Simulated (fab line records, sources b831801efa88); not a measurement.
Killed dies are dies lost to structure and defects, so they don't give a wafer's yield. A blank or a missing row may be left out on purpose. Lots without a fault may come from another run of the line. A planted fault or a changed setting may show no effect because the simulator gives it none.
A struck lot beside a sound one | flow sky130 | 15 steps out of a route of 708
Sound: wafers L872.2, L872.3, L872.5. Struck: wafers L868.2, L868.3, L868.5. The cause comes at the end.
At each step with rows: each side's tool, then ch and its chambers, then its first start. Under that, the readings that differ: sound wafers | struck wafers | difference of the means | sigmas: that difference in standard deviations of wafers without a fault.
alike: readings whose means differ by less than 2 such deviations, and words and numbers that are the same on both sides. not compared: withheld readings, readings that some wafer has no value for, bounds like >300 that may hide the same value, and numbers for which the record gives no deviation and whose values overlap.
The two part at a step that has a row with sigmas, a row that says differs or no value, or rows on one side only. Numbers that don't overlap but have no deviation are shown without sigmas and don't part them. A reading that every wafer of one side lacks parts them only if that side has two wafers or more.

first, 4 steps without rows for these wafers: SKY_LOCAL_INTERCONNECT_SOFTBAKE_07 (time 90 s); SKY_LOCAL_INTERCONNECT_EXPOSE_08 (exposes mask LI1M, target cd 170 nm); SKY_LOCAL_INTERCONNECT_PEB_09; SKY_LOCAL_INTERCONNECT_DEVELOP_10 (develop time 60 s).
SKY_LOCAL_INTERCONNECT_CD_MEAS_11: target cd 170 nm.
  sound on cd_sem-01, day 36 01:46; struck on cd_sem-01, day 34 02:04
  alike: cd_nm
SKY_LOCAL_INTERCONNECT_OVL_MEAS_12:
  sound on overlay-01, day 36 01:52; struck on overlay-02, day 34 02:10
  alike: LOCAL_INTERCONNECT_OVL
SKY_LOCAL_INTERCONNECT_ETCH_13: etches BARC in N2/H2, stops on SiO2, time 45.9 s, target depth 60 nm.
  sound on rie_metal-04 ch 0,1, day 36 01:53; struck on rie_metal-04 ch 0,1, day 34 02:11
  alike: drypump_motor_current_A, oes_product_au, throttle_valve_pct
  not compared: rf_hours_counter_h
SKY_LOCAL_INTERCONNECT_METAL_ETCH_14: etches TiN in Cl2/BCl3, stops on PSG, target depth 110 nm, time 31.4 s.
  sound on rie_metal-04 ch 0,1, day 36 01:58; struck on rie_metal-04 ch 0,1, day 34 02:15
  alike: drypump_motor_current_A, oes_product_au, throttle_valve_pct
  not compared: rf_hours_counter_h
SKY_LOCAL_INTERCONNECT_STRIP_15: strips in O2/N2.
  sound on plasma_asher-04 ch 0,1, day 36 02:01; struck on plasma_asher-04 ch 0,1, day 34 02:19
  alike: drypump_motor_current_A, oes_product_au, strip_time_to_endpoint_s
  not compared: rf_hours_counter_h
then, 3 steps without rows for these wafers: SKY_LOCAL_INTERCONNECT_STRIP_16 (strips in post etch residue remover, time 1200 s); SKY_LOCAL_INTERCONNECT_CLEAN_17 (cleans in IPA, time 180 s); SKY_LOCAL_INTERCONNECT_CLEAN_18 (cleans in O3/DIW).
SKY_CONTACT_CVD_00: deposits Si3N4, target thk 75 nm.
  sound on pecvd-04 ch 2, day 36 02:36; struck on pecvd-03 ch 0, day 34 03:00
  alike: heater_power_outer_w, heater_power_w
SKY_CONTACT_THK_MEAS_01:
  sound on film_metro-03, day 36 02:40; struck on film_metro-04, day 34 03:24
  reading                 | sound          | struck            | difference | sigmas
  CONTACT_CVD_00_THK (nm) | 74.9 76.2 75.4 | 148.6 150.2 150.8 | +74.4      | +78
SKY_PAD_OPEN_PROBE_99:
  the record has rows for the sound wafers here (prober-01, day 49 18:06) and none for the struck ones

WHERE THEY PART
First at SKY_CONTACT_THK_MEAS_01; last, within this record, at SKY_PAD_OPEN_PROBE_99.

WHY: what the simulator had put in
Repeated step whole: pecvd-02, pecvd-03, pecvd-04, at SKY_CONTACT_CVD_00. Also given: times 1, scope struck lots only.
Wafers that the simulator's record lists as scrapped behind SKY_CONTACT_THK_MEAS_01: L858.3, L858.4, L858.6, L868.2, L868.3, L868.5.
